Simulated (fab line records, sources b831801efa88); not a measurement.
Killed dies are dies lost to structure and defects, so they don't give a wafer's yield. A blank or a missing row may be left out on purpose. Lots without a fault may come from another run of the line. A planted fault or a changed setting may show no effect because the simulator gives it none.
fab line records | flow sky130
record lots=24 wafers=72 last_day=50
route steps=708 shown VIA1@471 VIA2@519 CAPM@538 PAD_OPEN@702
lots that met no fault: from a run of the same line without faults
start_h: hours from the record's first day to the start of the lot's first wafer shown | wait_h: hours since the lot's step before | " the same as in the row above | L1.1+2: a row that stands for several wafers | - no value, or no start given | * or withheld: withheld | < > ~ a bound
route shown NAME@n: a module of which the file shows steps, and the number in the route of the first | usual: mean/standard deviation of fault-free wafers | same: alike in all rows | chamber/n: place in a boat | sites: the reading at each site | _std_site: their standard deviation | _edge_site: outer sites' mean less inner sites' | radius_mm: how far each site lies from the wafer's centre | mask NAME#n: copy n | behind: the tool/chamber that last shaped the wafer | hold: why the lot was held/for how many hours/how that ended | device: the transistor (n, p or np) that didn't switch | end of line: the same wafers' tests at the end of the route | a step without rows: its recipe alone | killed: dies lost to structure and defects at the first sort, not the wafer's yield | map: a wafer's dies, x killed, . not, _ none there
set.NAME: the setting as run; set.NAME@STEP: as run at that earlier step | model.NAME: the simulator's own value behind a step, which no gauge read
steps of the route over a sample of lots; a table a step, a row a wafer
services: from which hour (start_h, from the record's first day; less than 0 if before it) a tool's chamber was out of use, for how many hours, and why
## steps
# step SKY_VIA1_OVL_MEAS_13
# usual VIA1_OVL=-2/4.9
# columns lot.wafer tool chamber start_h wait_h VIA1_OVL[nm]
L074.1 overlay-01 - 788.89 0.1 -1
L074.2 " - " " 4
L074.3 " - " " 2
L075.1 overlay-02 - 795.06 0.1 1
L075.3 " - " " 0
L075.6 " - " " -7
L076.4 overlay-01 - 808.75 0.1 -2
L076.5 " - " " -13
L076.6 " - " " 1
L077.1 overlay-02 - 825.81 0.1 -20
L077.2 " - " " -10
L077.3 " - " " -16
L078.1 overlay-02 - 827.34 0.1 8
L078.2 " - " " 3
L078.5 " - " " 2
L080.1 overlay-01 - 833.28 0.1 -8
L080.2 " - " " -10
L080.5 " - " " -9
L079.2 overlay-01 - 834.74 0.1 -12
L079.3 " - " " -5
L079.6 " - " " -5
L081.1 overlay-01 - 842.93 0.1 -2
L081.2 " - " " -1
L081.6 " - " " 2
L082.1 overlay-02 - 866.26 0.1 6
L082.3 " - " " 5
L082.6 " - " " -5
L084.3 overlay-01 - 869.00 0.1 -4
L084.4 " - " " -9
L084.6 " - " " -6
L083.3 overlay-02 - 874.27 0.1 -5
L083.4 " - " " -2
L083.5 " - " " -2
L085.1 overlay-01 - 882.34 0.1 -4
L085.4 " - " " 2
L085.5 " - " " -6
L086.2 overlay-01 - 883.39 0.1 0
L086.3 " - " " -3
L086.4 " - " " -8
L087.1 overlay-01 - 894.21 0.1 -6
L087.3 " - " " -2
L087.4 " - " " -4
L088.3 overlay-01 - 901.25 0.1 -4
L088.4 " - " " 0
L088.6 " - " " -5
L089.3 overlay-02 - 904.85 0.1 3
L089.4 " - " " -3
L089.6 " - " " -2
L090.2 overlay-01 - 910.04 0.1 4
L090.3 " - " " 2
L090.4 " - " " 6
L091.2 overlay-01 - 921.34 0.1 2
L091.4 " - " " -1
L091.6 " - " " -4
L092.2 overlay-02 - 929.64 0.1 -5
L092.3 " - " " -7
L092.6 " - " " -1
L094.2 overlay-02 - 937.59 0.1 -2
L094.3 " - " " -8
L094.5 " - " " -6
L095.1 overlay-01 - 944.59 0.1 -2
L095.2 " - " " 1
L095.4 " - " " -1
L093.1 overlay-02 - 944.66 0.1 -6
L093.3 " - " " -3
L093.5 " - " " -2
L096.1 overlay-01 - 950.99 0.1 2
L096.2 " - " " -4
L096.4 " - " " -4
L097.1 overlay-01 - 958.09 0.1 5
L097.4 " - " " 0
L097.5 " - " " -4
# step SKY_VIA2_CD_MEAS_12
# recipe target_cd_nm=200
# usual cd_nm=200.7/1.4
# columns lot.wafer tool chamber start_h wait_h cd_nm
L074.1 cd_sem-02 - 845.56 - 202.3
L074.2 " - " " 199.4
L074.3 " - " " 200.2
L075.1 cd_sem-01 - 849.92 - 202.1
L075.3 " - " " 202.1
L075.6 " - " " 201.8
L076.4 cd_sem-02 - 863.50 - 202.1
L076.5 " - " " 201.0
L076.6 " - " " 200.4
L077.1 cd_sem-02 - 881.87 - 201.2
L077.2 " - " " 202.2
L077.3 " - " " 200.6
L078.1 cd_sem-02 - 882.34 - 202.1
L078.2 " - " " 200.3
L078.5 " - " " 201.7
L080.1 cd_sem-02 - 888.82 - 200.6
L080.2 " - " " 200.1
L080.5 " - " " 199.7
L079.2 cd_sem-02 - 890.38 - 201.2
L079.3 " - " " 201.5
L079.6 " - " " 199.9
L081.1 cd_sem-01 - 898.47 - 203.7
L081.2 " - " " 204.2
L081.6 " - " " 202.6
L082.1 cd_sem-02 - 920.87 - 200.0
L082.3 " - " " 199.5
L082.6 " - " " 199.8
L084.3 cd_sem-01 - 922.27 - 198.8
L084.4 " - " " 198.0
L084.6 " - " " 198.4
L083.3 cd_sem-01 - 927.90 - 200.2
L083.4 " - " " 199.4
L083.5 " - " " 198.9
L085.1 cd_sem-02 - 935.34 - 200.4
L085.4 " - " " 201.2
L085.5 " - " " 201.2
L086.2 cd_sem-02 - 936.71 - 198.1
L086.3 " - " " 199.4
L086.4 " - " " 197.9
L087.1 cd_sem-01 - 947.47 - 201.3
L087.3 " - " " 199.9
L087.4 " - " " 200.9
L088.3 cd_sem-02 - 953.60 - 202.4
L088.4 " - " " 201.6
L088.6 " - " " 201.3
L089.3 cd_sem-01 - 957.06 - 200.6
L089.4 " - " " 201.2
L089.6 " - " " 201.1
L090.2 cd_sem-01 - 961.64 - 199.1
L090.3 " - " " 200.0
L090.4 " - " " 198.3
L091.2 cd_sem-01 - 973.16 - 198.4
L091.4 " - " " 199.0
L091.6 " - " " 197.8
L092.2 cd_sem-02 - 981.08 - 200.4
L092.3 " - " " 199.7
L092.6 " - " " 201.7
L094.2 cd_sem-02 - 988.49 - 200.8
L094.3 " - " " 200.7
L094.5 " - " " 198.7
L093.1 cd_sem-01 - 995.09 - 203.7
L093.3 " - " " 201.1
L093.5 " - " " 201.7
L095.1 cd_sem-01 - 995.76 - 199.5
L095.2 " - " " 200.9
L095.4 " - " " 201.4
L096.1 cd_sem-01 - 1001.41 - 200.2
L096.2 " - " " 200.7
L096.4 " - " " 199.8
L097.1 cd_sem-02 - 1008.02 - 202.0
L097.4 " - " " 202.5
L097.5 " - " " 202.3
# step SKY_CAPM_THK_MEAS_01
# recipe reads=SiO2_of_CAPM_CVD_00
# usual CAPM_CVD_00_THK=15.49/0.25
# columns lot.wafer tool chamber start_h wait_h CAPM_CVD_00_THK[nm]
L074.1 film_metro-02 - 847.31 - 15.22
L074.2 " - " " 15.60
L074.3 " - " " 15.68
L075.1 film_metro-01 - 851.86 - 15.32
L075.3 " - " " 15.55
L075.6 " - " " 15.61
L076.4 film_metro-01 - 865.17 - 15.31
L076.5 " - " " 15.43
L076.6 " - " " 14.97
L077.1 film_metro-01 - 883.57 - 15.31
L077.2 " - " " 14.94
L077.3 " - " " 15.58
L078.1 film_metro-02 - 884.47 - 15.24
L078.2 " - " " 15.65
L078.5 " - " " 15.59
L080.1 film_metro-04 - 890.52 - 15.22
L080.2 " - " " 15.10
L080.5 " - " " 15.76
L079.2 film_metro-01 - 892.10 - 15.39
L079.3 " - " " 15.51
L079.6 " - " " 15.54
L081.1 film_metro-04 - 900.17 - 15.47
L081.2 " - " " 15.39
L081.6 " - " " 15.73
L082.1 film_metro-02 - 922.59 - 15.40
L082.3 " - " " 15.32
L082.6 " - " " 15.42
L084.3 film_metro-01 - 923.96 - 15.45
L084.4 " - " " 15.18
L084.6 " - " " 15.48
L083.3 film_metro-04 - 929.78 - 15.36
L083.4 " - " " 15.26
L083.5 " - " " 15.36
L085.1 film_metro-04 - 937.05 - 15.30
L085.4 " - " " 15.46
L085.5 " - " " 15.62
L086.2 film_metro-04 - 938.40 - 15.73
L086.3 " - " " 15.34
L086.4 " - " " 15.41
L087.1 film_metro-01 - 949.26 - 15.50
L087.3 " - " " 15.11
L087.4 " - " " 15.68
L088.3 film_metro-01 - 955.31 - 15.36
L088.4 " - " " 15.30
L088.6 " - " " 15.37
L089.3 film_metro-02 - 958.77 - 15.07
L089.4 " - " " 15.56
L089.6 " - " " 15.31
L090.2 film_metro-01 - 963.34 - 15.46
L090.3 " - " " 15.24
L090.4 " - " " 15.48
L091.2 film_metro-01 - 974.85 - 15.32
L091.4 " - " " 15.82
L091.6 " - " " 15.45
L092.2 film_metro-02 - 982.79 - 15.56
L092.3 " - " " 15.34
L092.6 " - " " 15.33
L094.2 film_metro-04 - 990.22 - 15.64
L094.3 " - " " 15.44
L094.5 " - " " 15.76
L093.1 film_metro-02 - 996.83 - 15.71
L093.3 " - " " 15.61
L093.5 " - " " 15.90
L095.1 film_metro-02 - 997.54 - 15.18
L095.2 " - " " 15.31
L095.4 " - " " 15.95
L096.1 film_metro-02 - 1003.12 - 15.55
L096.2 " - " " 15.70
L096.4 " - " " 15.99
L097.1 film_metro-02 - 1009.73 - 15.18
L097.4 " - " " 15.70
L097.5 " - " " 15.67
# step SKY_CAPM_OVL_MEAS_12
# usual CAPM_OVL=-1.5/1.3
# columns lot.wafer tool chamber start_h wait_h CAPM_OVL[nm]
L074.1 overlay-02 - 873.51 0.1 -0.8
L074.2 " - " " -1.7
L074.3 " - " " -0.2
L075.1 overlay-01 - 877.46 0.1 -0.5
L075.3 " - " " 1.0
L075.6 " - " " -0.5
L076.4 overlay-01 - 891.28 0.1 -1.2
L076.5 " - " " -0.4
L076.6 " - " " 1.2
L077.1 overlay-01 - 908.71 0.1 -0.7
L077.2 " - " " 1.6
L077.3 " - " " 1.2
L078.1 overlay-02 - 910.47 0.1 -3.0
L078.2 " - " " -0.6
L078.5 " - " " -4.5
L080.1 overlay-01 - 915.51 0.1 -2.8
L080.2 " - " " -2.8
L080.5 " - " " -1.2
L079.2 overlay-02 - 917.52 0.1 -2.4
L079.3 " - " " -0.3
L079.6 " - " " -1.5
L081.1 overlay-02 - 925.17 0.1 -1.2
L081.2 " - " " -2.2
L081.6 " - " " -3.6
L082.1 overlay-01 - 946.82 0.1 -3.1
L082.3 " - " " -3.7
L082.6 " - " " -3.6
L084.3 overlay-01 - 948.87 0.1 -1.3
L084.4 " - " " -0.2
L084.6 " - " " -1.4
L083.3 overlay-02 - 954.57 0.1 -3.1
L083.4 " - " " -2.8
L083.5 " - " " -2.9
L085.1 overlay-01 - 960.76 0.1 -2.9
L085.4 " - " " -2.6
L085.5 " - " " -0.8
L086.2 overlay-02 - 962.52 0.1 -1.6
L086.3 " - " " -1.7
L086.4 " - " " -2.1
L087.1 overlay-02 - 973.41 0.1 -0.8
L087.3 " - " " -1.6
L087.4 " - " " -1.3
L088.3 overlay-01 - 979.23 0.1 -2.1
L088.4 " - " " -1.4
L088.6 " - " " -3.4
L089.3 overlay-02 - 982.43 0.1 -2.0
L089.4 " - " " -2.6
L089.6 " - " " -1.6
L090.2 overlay-01 - 987.32 0.1 -1.1
L090.3 " - " " 0.2
L090.4 " - " " -1.5
L091.2 overlay-01 - 998.77 0.1 -2.1
L091.4 " - " " -1.0
L091.6 " - " " -2.7
L092.2 overlay-01 - 1006.82 0.1 -0.8
L092.3 " - " " -1.6
L092.6 " - " " -0.3
L094.2 overlay-01 - 1013.27 0.1 0.3
L094.3 " - " " 1.0
L094.5 " - " " 0.6
L093.1 overlay-01 - 1019.57 0.1 0.1
L093.3 " - " " -0.3
L093.5 " - " " -2.8
L095.1 overlay-02 - 1020.67 0.1 -1.5
L095.2 " - " " -0.8
L095.4 " - " " -2.7
L096.1 overlay-02 - 1026.26 0.1 -1.2
L096.2 " - " " -0.6
L096.4 " - " " -2.8
L097.1 overlay-01 - 1032.51 0.1 -2.2
L097.4 " - " " -1.9
L097.5 " - " " -0.9
# step SKY_CAPM_METAL_ETCH_13
# recipe target_depth_nm=220 stop_on=SiO2 chemistry=Cl2/BCl3 target=TiN pressure_mtorr=10 icp_w=900 bias_w=48.5 Cl2_flow_sccm=60 bcl3_flow_sccm=30 time_s=62.9
# usual drypump_motor_current_A=5.7/0.34 oes_product_au=0.943/0.0088 rf_fwd_power_W=892.4/2.9 throttle_valve_pct=21.900/0.01
# columns lot.wafer tool chamber start_h wait_h drypump_motor_current_A oes_product_au rf_fwd_power_W rf_hours_counter_h throttle_valve_pct
L074.1 rie_metal-02 1 873.55 0.0 5.5 0.950 893.8 17 21.893
L074.2 " 0 " " 5.0 0.936 892.8 7 21.895
L074.3 " 1 " " 5.5 0.940 890.1 - 21.909
L075.1 rie_metal-02 1 877.50 0.0 5.5 0.934 890.3 18 21.887
L075.3 " 1 " " 5.5 0.937 892.4 - 21.911
L075.6 " 1 " " 5.5 0.938 893.5 - 21.899
L076.4 rie_metal-01 0 891.32 0.0 6.1 0.942 888.3 - 21.892
L076.5 " 1 " " 5.7 0.932 891.6 - 21.908
L076.6 " 0 " " 6.1 0.949 890.1 - 21.896
L077.1 rie_metal-03 1 908.75 0.0 5.4 0.938 891.5 11 21.900
L077.2 " 0 " " 5.8 0.953 888.7 6 21.909
L077.3 " 0 " " 5.8 0.931 892.6 - 21.905
L078.1 rie_metal-01 0 910.50 0.0 6.1 0.947 888.3 12 21.897
L078.2 " 1 " " 5.7 0.950 887.1 9 21.894
L078.5 " 0 " " 6.1 0.952 891.1 - 21.907
L080.1 rie_metal-01 1 915.55 0.0 5.7 0.947 890.5 9 21.895
L080.2 " 0 " " 6.1 0.957 893.1 12 21.908
L080.5 " 1 " " 5.7 0.955 890.8 - 21.894
L079.2 rie_metal-01 1 917.55 0.0 5.7 0.946 892.5 9 21.892
L079.3 " 1 " " 5.7 0.935 895.9 - 21.898
L079.6 " 1 " " 5.7 0.941 893.1 - 21.897
L081.1 rie_metal-02 1 925.20 0.0 5.5 0.930 897.4 0 21.892
L081.2 " 0 " " 5.0 0.937 898.6 11 21.901
L081.6 " 1 " " 5.5 0.931 895.9 - 21.916
L082.1 rie_metal-03 0 946.85 0.0 5.8 0.941 885.9 8 21.891
L082.3 " 0 " " 5.8 0.951 887.6 - 21.892
L082.6 " 0 " " 5.8 0.947 890.0 - 21.905
L084.3 rie_metal-01 1 948.92 0.0 5.7 0.950 892.4 - 21.882
L084.4 " 0 " " 6.1 0.960 895.6 - 21.890
L084.6 " 0 " " 6.1 0.959 892.4 - 21.883
L083.3 rie_metal-03 0 954.62 0.0 5.8 0.950 895.2 - 21.899
L083.4 " 1 " " 5.4 0.954 890.3 - 21.896
L083.5 " 1 " " 5.4 0.941 888.6 - 21.894
L085.1 rie_metal-02 0 960.80 0.0 5.0 0.937 899.0 13 21.896
L085.4 " 0 " " 5.0 0.930 895.5 - 21.925
L085.5 " 1 " " 5.5 0.919 891.8 - 21.916
L086.2 rie_metal-03 0 962.55 0.0 5.8 0.944 893.7 9 21.914
L086.3 " 1 " " 5.4 0.934 894.0 - 21.903
L086.4 " 0 " " 5.8 0.949 894.7 - 21.897
L087.1 rie_metal-02 1 973.45 0.0 5.5 0.946 887.2 2 21.889
L087.3 " 0 " " 5.0 0.953 894.1 - 21.897
L087.4 " 1 " " 5.6 0.948 893.1 - 21.887
L088.3 rie_metal-03 0 979.28 0.0 5.8 0.938 886.4 - 21.901
L088.4 " 1 " " 5.4 0.933 898.6 - 21.891
L088.6 " 0 " " 5.8 0.935 889.4 - 21.889
L089.3 rie_metal-01 1 982.48 0.0 5.7 0.944 890.8 - 21.904
L089.4 " 0 " " 6.1 0.929 889.5 - 21.913
L089.6 " 0 " " 6.1 0.938 893.1 - 21.885
L090.2 rie_metal-02 1 987.35 0.0 5.5 0.940 889.3 3 21.921
L090.3 " 0 " " 5.0 0.941 893.7 - 21.883
L090.4 " 1 " " 5.6 0.948 889.5 - 21.894
L091.2 rie_metal-03 1 998.80 0.0 5.4 0.950 891.1 16 21.911
L091.4 " 0 " " 5.8 0.948 888.8 - 21.926
L091.6 " 0 " " 5.8 0.933 888.9 - 21.905
L092.2 rie_metal-01 1 1006.85 0.0 5.8 0.940 892.2 15 21.908
L092.3 " 1 " " 5.7 0.948 892.3 - 21.902
L092.6 " 1 " " 5.7 0.931 890.8 - 21.925
L094.2 rie_metal-03 1 1013.30 0.0 5.4 0.949 891.2 17 21.907
L094.3 " 1 " " 5.4 0.948 893.4 - 21.905
L094.5 " 1 " " 5.4 0.930 890.1 - 21.900
L093.1 rie_metal-01 0 1019.60 0.0 6.1 0.943 894.1 17 21.891
L093.3 " 0 " " 6.1 0.942 895.4 - 21.917
L093.5 " 1 " " 5.7 0.943 891.9 - 21.906
L095.1 rie_metal-01 0 1020.70 0.0 6.1 0.941 894.3 17 21.891
L095.2 " 1 " " 5.7 0.958 890.7 15 21.905
L095.4 " 1 " " 5.7 0.944 890.4 - 21.897
L096.1 rie_metal-01 1 1026.30 0.0 5.7 0.941 896.4 16 21.902
L096.2 " 0 " " 6.1 0.946 890.5 18 21.903
L096.4 " 1 " " 5.7 0.935 891.9 - 21.911
L097.1 rie_metal-01 0 1032.55 0.0 6.1 0.956 892.4 18 21.901
L097.4 " 0 " " 6.1 0.952 892.0 - 21.879
L097.5 " 0 " " 6.1 0.968 891.8 - 21.885
# step SKY_PAD_OPEN_STRIP_08
# recipe chemistry=O2/N2 power_w=1400 pressure_mtorr=1500 platen_temp_c=withheld overash_fraction=0.7 o2_flow_sccm=3000 n2_flow_sccm=300
# usual drypump_motor_current_A=5.8/0.35 oes_product_au=0.663/0.0044 strip_time_to_endpoint_s=37.12/0.11
# columns lot.wafer tool chamber start_h wait_h drypump_motor_current_A oes_product_au rf_hours_counter_h strip_time_to_endpoint_s
L074.1 plasma_asher-04 0 1071.77 0.1 6.0 0.669 66 37.21
L074.2 " 1 " " 5.9 0.661 66 37.16
L074.3 " 0 " " 6.0 0.664 - 37.09
L075.1 plasma_asher-03 0 1074.92 0.1 5.7 0.654 32 37.10
L075.3 " 0 " " 5.7 0.664 - 37.05
L075.6 " 0 " " 5.7 0.664 - 37.08
L076.4 plasma_asher-04 1 1087.40 0.1 5.9 0.669 - 37.16
L076.5 " 1 " " 5.9 0.665 - 37.28
L076.6 " 0 " " 6.0 0.665 - 37.11
L077.1 plasma_asher-03 0 1100.62 0.1 5.7 0.661 35 37.28
L077.2 " 1 " " 6.2 0.661 35 37.24
L077.3 " 1 " " 6.1 0.665 - 37.31
L078.1 plasma_asher-03 0 1101.57 0.1 5.6 0.666 35 37.26
L078.2 " 1 " " 6.1 0.668 35 37.13
L078.5 " 1 " " 6.1 0.661 - 37.14
L080.1 plasma_asher-04 1 1106.57 0.1 5.9 0.662 69 37.14
L080.2 " 0 " " 6.0 0.661 69 37.17
L080.5 " 1 " " 5.9 0.665 - 37.10
L079.2 plasma_asher-04 1 1108.17 0.1 5.9 0.658 69 37.19
L079.3 " 1 " " 5.9 0.661 - 37.18
L079.6 " 1 " " 5.9 0.661 - 37.17
L081.1 plasma_asher-04 1 1113.47 0.1 5.9 0.664 70 37.08
L081.2 " 0 " " 6.0 0.672 70 37.05
L081.6 " 0 " " 6.0 0.662 - 37.03
L082.1 plasma_asher-03 1 1129.67 0.1 6.1 0.660 37 37.10
L082.3 " 1 " " 6.1 0.663 - 37.07
L082.6 " 0 " " 5.7 0.665 - 36.97
L084.3 plasma_asher-03 0 1132.26 0.1 5.7 0.658 - 37.07
L084.4 " 1 " " 6.2 0.660 - 37.19
L084.6 " 1 " " 6.1 0.660 - 37.11
L083.3 plasma_asher-03 1 1136.95 0.1 6.1 0.659 - 36.92
L083.4 " 0 " " 5.7 0.661 - 36.97
L083.5 " 1 " " 6.1 0.670 - 37.02
L085.1 plasma_asher-04 0 1143.32 0.1 6.0 0.659 71 37.24
L085.4 " 0 " " 6.0 0.667 - 37.20
L085.5 " 0 " " 6.0 0.665 - 37.28
L086.2 plasma_asher-03 1 1144.72 0.1 6.1 0.667 39 36.96
L086.3 " 1 " " 6.1 0.661 - 36.95
L086.4 " 0 " " 5.6 0.659 - 37.09
L087.1 plasma_asher-04 1 1151.23 0.1 5.9 0.663 72 37.25
L087.3 " 0 " " 6.0 0.662 - 37.27
L087.4 " 1 " " 5.9 0.658 - 37.22
L088.3 plasma_asher-04 1 1154.76 0.1 5.9 0.664 - 37.33
L088.4 " 0 " " 6.0 0.661 - 37.25
L088.6 " 1 " " 5.9 0.664 - 37.29
L089.3 plasma_asher-02 1 1157.96 0.1 5.8 0.670 - 37.01
L089.4 " 0 " " 4.8 0.659 - 37.01
L089.6 " 0 " " 4.8 0.668 - 37.12
L090.2 plasma_asher-03 1 1163.22 0.1 6.2 0.660 41 37.01
L090.3 " 1 " " 6.2 0.668 - 37.06
L090.4 " 0 " " 5.7 0.665 - 36.97
L091.2 plasma_asher-04 0 1170.12 0.1 6.0 0.662 74 37.07
L091.4 " 1 " " 5.9 0.664 - 37.10
L091.6 " 1 " " 5.9 0.664 - 37.00
L092.2 plasma_asher-04 1 1175.57 0.1 5.9 0.670 74 37.28
L092.3 " 1 " " 5.9 0.662 - 37.26
L092.6 " 0 " " 6.0 0.661 - 37.31
L094.2 plasma_asher-04 0 1182.12 0.1 6.0 0.659 75 37.07
L094.3 " 1 " " 5.9 0.672 - 37.02
L094.5 " 1 " " 5.9 0.660 - 37.10
L093.1 plasma_asher-03 0 1185.42 0.1 5.6 0.653 43 37.03
L093.3 " 1 " " 6.2 0.667 - 37.05
L093.5 " 0 " " 5.7 0.665 - 36.96
L095.1 plasma_asher-02 0 1186.87 0.1 4.8 0.663 103 37.09
L095.2 " 1 " " 5.8 0.668 103 37.17
L095.4 " 1 " " 5.8 0.659 - 37.06
L096.1 plasma_asher-02 0 1191.47 0.1 4.8 0.663 103 37.02
L096.2 " 1 " " 5.8 0.670 103 37.22
L096.4 " 1 " " 5.8 0.665 - 37.09
L097.1 plasma_asher-02 1 1194.12 0.1 5.8 0.661 103 37.01
L097.4 " 0 " " 4.8 0.664 - 37.09
L097.5 " 1 " " 5.8 0.660 - 37.11
## services
# columns tool chamber start_h hours kind
plasma_asher-03 - 859.23 1.7 repair
plasma_asher-03 - 871.46 2.8 repair
plasma_asher-02 - 886.01 0.6 repair
rie_metal-03 - 904.52 0.4 repair
rie_metal-01 - 911.56 2.8 pm
plasma_asher-03 - 916.25 6.7 repair
plasma_asher-02 - 929.35 5.5 repair
plasma_asher-03 - 942.82 0.3 repair
rie_metal-01 0 970.21 5.3 repair
plasma_asher-04 - 977.56 0.6 repair
plasma_asher-02 - 985.82 14.6 pm
rie_metal-02 - 1002.41 0.1 repair
rie_metal-02 0 1005.71 1.6 repair
rie_metal-01 1 1027.81 12.4 repair
rie_metal-01 - 1050.84 0.1 repair
rie_metal-02 - 1059.96 1.4 pm
plasma_asher-03 - 1091.59 3.1 repair
plasma_asher-03 - 1111.84 4.3 pm
plasma_asher-04 - 1118.71 14.6 pm
plasma_asher-04 - 1133.31 2.8 pm
plasma_asher-03 - 1140.41 1.0 repair
rie_metal-01 0 1141.45 - clean
plasma_asher-02 - 1143.26 1.8 repair
plasma_asher-03 - 1164.59 2.8 pm
## key
fault none
